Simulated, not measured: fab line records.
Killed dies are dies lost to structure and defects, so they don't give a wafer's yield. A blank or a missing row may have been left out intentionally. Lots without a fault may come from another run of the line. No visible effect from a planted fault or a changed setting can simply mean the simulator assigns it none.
Which tool was responsible?    flow sky130    24 lots with 72 wafers sampled at 6 steps, on a route of 708 steps

## WHAT EACH GAUGE READ, for each wafer
SKY_CAPM_THK_MEAS_01. Usual: CAPM_CVD_00_THK typically reads 15.59 nm, with standard deviation 0.25.
lot   measured      on             CAPM_CVD_00_THK (nm)  flag
L074  day 36 06:44  film_metro-02  15.56 15.22 15.72     
L075  day 36 20:22  film_metro-03  15.45 15.65 16.09     
L076  day 37 00:25  film_metro-01  15.46 15.49 15.72     
L077  day 37 01:17  film_metro-02  15.63 15.61 15.96     
L078  day 37 21:14  film_metro-02  15.70 15.33 15.61     
L079  day 38 00:25  film_metro-03  15.83 16.02 15.52     
L080  day 38 07:44  film_metro-03  15.47 15.79 15.75     
L081  day 38 19:40  film_metro-01  15.55 15.60 15.83     
L082  day 39 01:32  film_metro-02  15.95 15.56 16.07     
L083  day 39 04:29  film_metro-01  15.26 15.26 15.73     
L084  day 39 10:25  film_metro-03  15.36 15.51 15.88     
L085  day 39 18:31  film_metro-03  15.62 15.50 15.60     
L086  day 39 23:41  film_metro-03  15.42 15.55 15.61     
L087  day 40 09:06  film_metro-01  15.35 15.46 15.82     
L088  day 40 14:49  film_metro-03  15.10 16.02 15.69     
L089  day 40 23:41  film_metro-03  15.67 16.10 15.64     
L090  day 41 13:22  film_metro-02  15.48 16.28 15.68     
L091  day 41 16:17  film_metro-02  15.24 15.64 15.39     
L092  day 41 19:29  film_metro-03  15.30 15.14 15.75     
L093  day 42 04:10  film_metro-03  15.25 15.59 15.30     
L094  day 42 11:48  film_metro-02  15.61 15.12 15.87     
L095  day 42 16:20  film_metro-03  15.80 15.53 15.24     
L096  day 43 01:17  film_metro-03  15.68 15.61 15.91     
L097  day 43 16:19  film_metro-03  15.50 15.29 15.40     

SKY_METAL3_OVL_MEAS_14. Usual: METAL3_OVL typically reads 3 nm, with standard deviation 5.6.
lot   measured      on          METAL3_OVL (nm)  flag
L074  day 38 10:01  overlay-02  -4 -1 2          
L075  day 38 22:44  overlay-01  10 6 3           
L076  day 39 03:48  overlay-02  3 8 6            
L077  day 39 05:13  overlay-01  9 7 7            
L078  day 40 00:37  overlay-01  12 13 13         
L079  day 40 03:44  overlay-01  7 1 1            
L080  day 40 09:29  overlay-01  -7 2 -5          
L081  day 40 21:55  overlay-02  16 16 14         
L082  day 41 03:34  overlay-01  5 3 1            
L083  day 41 06:13  overlay-02  -1 11 9          
L084  day 41 11:20  overlay-01  5 4 2            
L085  day 41 20:04  overlay-01  2 -1 5           
L086  day 42 01:08  overlay-01  -4 -1 8          
L087  day 42 09:34  overlay-02  5 3 1            
L088  day 42 14:02  overlay-02  0 1 -12          
L089  day 42 22:22  overlay-02  -8 -5 -4         
L090  day 43 12:47  overlay-02  -7 3 0           
L091  day 43 14:40  overlay-02  3 -4 4           
L092  day 43 17:31  overlay-01  7 8 6            
L093  day 44 01:58  overlay-01  2 -1 8           
L094  day 44 10:07  overlay-01  -5 2 4           
L095  day 44 14:49  overlay-01  2 11 7           
L096  day 44 22:43  overlay-02  1 1 -5           
L097  day 45 12:16  overlay-02  3 0 -9           

SKY_VIA3_THK_MEAS_23: measures by xrf. Usual: VIA3_W_THK typically reads 389 nm, with standard deviation 5.9.
lot   measured      on             VIA3_W_THK (nm)  flag
L074  day 39 13:57  film_metro-02  383 393 389      
L075  day 40 01:41  film_metro-02  384 385 389      
L076  day 40 07:18  film_metro-02  399 394 388      
L077  day 40 08:45  film_metro-02  395 398 395      
L078  day 41 03:35  film_metro-04  385 390 387      
L079  day 41 07:39  film_metro-02  389 387 395      
L080  day 41 12:21  film_metro-01  389 389 389      
L081  day 42 00:55  film_metro-02  390 399 394      
L082  day 42 06:04  film_metro-02  391 390 396      
L083  day 42 09:14  film_metro-04  395 385 395      
L084  day 42 13:34  film_metro-01  398 393 399      
L085  day 42 22:29  film_metro-01  383 386 389      
L086  day 43 03:10  film_metro-02  391 389 391      
L087  day 43 11:13  film_metro-01  389 391 389      
L088  day 43 16:28  film_metro-04  389 388 385      
L089  day 43 23:51  film_metro-02  392 391 393      
L090  day 44 13:43  film_metro-02  373 379 374      
L091  day 44 15:11  film_metro-02  382 377 376      
L092  day 44 19:44  film_metro-04  384 382 386      
L093  day 45 03:11  film_metro-02  398 395 394      
L094  day 45 10:38  film_metro-02  390 393 390      
L095  day 45 15:07  film_metro-01  399 395 397      
L096  day 45 22:39  film_metro-02  381 386 378      
L097  day 46 11:29  film_metro-01  391 393 386      

SKY_CAP2M_RS_MEAS_03: uses a four-point probe to measure. Usual: CAP2M_TIN_RS typically reads 6.89 ohm/sq, with standard deviation 0.07.
lot   measured      on             CAP2M_TIN_RS (ohm/sq)  flag
L074  day 39 14:40  film_metro-02  6.84 6.89 6.88         
L075  day 40 02:24  film_metro-02  6.85 6.85 6.85         
L076  day 40 08:00  film_metro-04  6.84 6.82 6.86         
L077  day 40 09:28  film_metro-04  6.96 6.92 6.92         
L078  day 41 04:17  film_metro-03  6.96 6.98 6.99         
L079  day 41 08:22  film_metro-02  6.86 6.88 6.91         
L080  day 41 13:05  film_metro-03  6.84 6.82 6.84         
L081  day 42 01:38  film_metro-03  6.87 6.82 6.86         
L082  day 42 06:48  film_metro-03  6.91 6.90 6.84         
L083  day 42 09:56  film_metro-04  6.92 6.84 6.83         
L084  day 42 14:17  film_metro-02  6.83 6.76 6.76         
L085  day 42 23:11  film_metro-04  6.89 6.89 6.89         
L086  day 43 03:53  film_metro-03  6.94 6.91 6.93         
L087  day 43 12:01  film_metro-04  7.10 6.96 7.00         
L088  day 43 17:26  film_metro-04  6.95 6.81 6.86         
L089  day 44 00:34  film_metro-04  6.80 6.85 6.83         
L090  day 44 14:28  film_metro-02  6.93 6.98 7.04         
L091  day 44 15:54  film_metro-03  6.87 6.79 6.79         
L092  day 44 20:27  film_metro-03  6.80 6.93 6.87         
L093  day 45 03:55  film_metro-03  6.92 6.95 6.94         
L094  day 45 11:21  film_metro-03  6.94 6.90 6.83         
L095  day 45 15:50  film_metro-02  6.84 6.86 6.87         
L096  day 45 23:21  film_metro-04  6.75 6.86 6.81         
L097  day 46 12:11  film_metro-02  6.98 6.96 7.02         

## EACH LOT AND THE TOOL THAT RAN IT (in order: tool; ch and the chambers of the sampled wafers; start)
lot   SKY_METAL1_SPUTTER_01         SKY_METAL3_DESCUM_15
L074  pvd_sputter-03, day 31 14:11  rie_metal-03 ch 0,1, day 38 10:03
L075  pvd_sputter-03, day 32 03:29  rie_metal-03 ch 0,1, day 38 22:46
L076  pvd_sputter-04, day 32 08:35  rie_metal-03 ch 0,1, day 39 03:50
L077  pvd_sputter-01, day 32 10:46  rie_metal-01 ch 0,1, day 39 05:14
L078  pvd_sputter-03, day 33 07:25  rie_metal-02 ch 0,1, day 40 00:38
L079  pvd_sputter-03, day 33 10:12  rie_metal-03 ch 0, day 40 03:46
L080  pvd_sputter-03, day 33 19:02  rie_metal-01 ch 0,1, day 40 09:31
L081  pvd_sputter-04, day 34 06:50  rie_metal-01 ch 0,1, day 40 21:57
L082  pvd_sputter-01, day 34 11:12  rie_metal-03 ch 0, day 41 03:37
L083  pvd_sputter-04, day 34 14:46  rie_metal-03 ch 0,1, day 41 06:15
L084  pvd_sputter-03, day 34 21:45  rie_metal-02 ch 0,1, day 41 11:22
L085  pvd_sputter-03, day 35 07:06  rie_metal-03 ch 0,1, day 41 20:06
L086  pvd_sputter-03, day 35 10:59  rie_metal-02 ch 0,1, day 42 01:10
L087  pvd_sputter-03, day 35 23:26  rie_metal-01 ch 0,1, day 42 09:36
L088  pvd_sputter-01, day 36 04:24  rie_metal-03 ch 0, day 42 14:04
L089  pvd_sputter-03, day 36 12:09  rie_metal-02 ch 0,1, day 42 22:24
L090  pvd_sputter-04, day 37 03:11  rie_metal-02 ch 0,1, day 43 12:49
L091  pvd_sputter-01, day 37 07:06  rie_metal-03 ch 1, day 43 14:41
L092  pvd_sputter-01, day 37 09:35  rie_metal-03 ch 1, day 43 17:32
L093  pvd_sputter-04, day 37 19:48  rie_metal-03 ch 1, day 44 02:01
L094  pvd_sputter-01, day 38 02:37  rie_metal-02 ch 0,1, day 44 10:08
L095  pvd_sputter-04, day 38 08:52  rie_metal-03 ch 0,1, day 44 14:51
L096  pvd_sputter-01, day 38 14:23  rie_metal-02 ch 0,1, day 44 22:45
L097  pvd_sputter-03, day 39 11:19  rie_metal-02 ch 0,1, day 45 12:18
- SKY_METAL1_SPUTTER_01: material TiN, target thk 20 nm, time 16.7 s.
- SKY_METAL3_DESCUM_15: chemistry O2, time 8 s.

## WHAT THE TOOLS THEMSELVES READ (means of the sampled wafers that have a number; where no wafer has one, the mark that the record gives instead)
SKY_METAL1_SPUTTER_01. Usual: throttle_valve_pct reads 29.9 % (standard deviation 1.1).
lot   tool            throttle_valve_pct (%)  flag
L074  pvd_sputter-03  30.2                    
L075  pvd_sputter-03  30.8                    
L076  pvd_sputter-04  30.5                    
L077  pvd_sputter-01  28.4                    
L078  pvd_sputter-03  30.3                    
L079  pvd_sputter-03  30.7                    
L080  pvd_sputter-03  30.0                    
L081  pvd_sputter-04  30.5                    
L082  pvd_sputter-01  27.9                    
L083  pvd_sputter-04  29.3                    
L084  pvd_sputter-03  30.4                    
L085  pvd_sputter-03  30.4                    
L086  pvd_sputter-03  30.8                    
L087  pvd_sputter-03  30.4                    
L088  pvd_sputter-01  29.6                    
L089  pvd_sputter-03  30.4                    
L090  pvd_sputter-04  30.3                    
L091  pvd_sputter-01  29.4                    
L092  pvd_sputter-01  29.3                    
L093  pvd_sputter-04  29.7                    
L094  pvd_sputter-01  29.9                    
L095  pvd_sputter-04  30.2                    
L096  pvd_sputter-01  27.7                    
L097  pvd_sputter-03  30.3                    

SKY_METAL3_DESCUM_15. Usual: drypump_motor_current_A 5.83 A, standard deviation 0.25; oes_product_au 0.997 a.u., standard deviation 0.0083.
lot   tool          drypump_motor_current_A (A)  oes_product_au (a.u.)  flag
L074  rie_metal-03  6.03                         1.003                  
L075  rie_metal-03  6.03                         0.996                  
L076  rie_metal-03  6.05                         0.995                  
L077  rie_metal-01  5.78                         1.007                  
L078  rie_metal-02  5.56                         0.992                  
L079  rie_metal-03  6.08                         0.997                  
L080  rie_metal-01  5.57                         1.011                  
L081  rie_metal-01  5.79                         1.008                  
L082  rie_metal-03  6.07                         0.999                  
L083  rie_metal-03  6.05                         0.991                  
L084  rie_metal-02  5.64                         0.990                  
L085  rie_metal-03  6.05                         0.989                  
L086  rie_metal-02  5.61                         0.992                  
L087  rie_metal-01  5.77                         1.005                  
L088  rie_metal-03  6.05                         1.002                  
L089  rie_metal-02  5.61                         1.002                  
L090  rie_metal-02  5.56                         1.000                  
L091  rie_metal-03  6.02                         0.998                  
L092  rie_metal-03  6.01                         0.993                  
L093  rie_metal-03  6.03                         1.006                  
L094  rie_metal-02  5.63                         0.988                  
L095  rie_metal-03  6.05                         0.995                  
L096  rie_metal-02  5.62                         0.988                  
L097  rie_metal-02  5.57                         0.993                  

## THE ANSWER, worked out from the rows above alone
Rule: a lot counts as off when the mean over its wafers that have a number is more than 3 standard deviations away from the usual mean. Also off: a lot with no number at a reading for which 4 or more lots have one. All remaining lots with rows at the step are treated as sound. First the gauges in route order, then the tools' own readings, where a lot's mean is used as printed above. The first step at which some lot is off is used, and at that step the reading that is off furthest; a lot without a number counts as furthest.
None of the lots is off at any reading shown; this tells nothing.

## WHAT HAD BEEN PUT IN BY THE SIMULATOR
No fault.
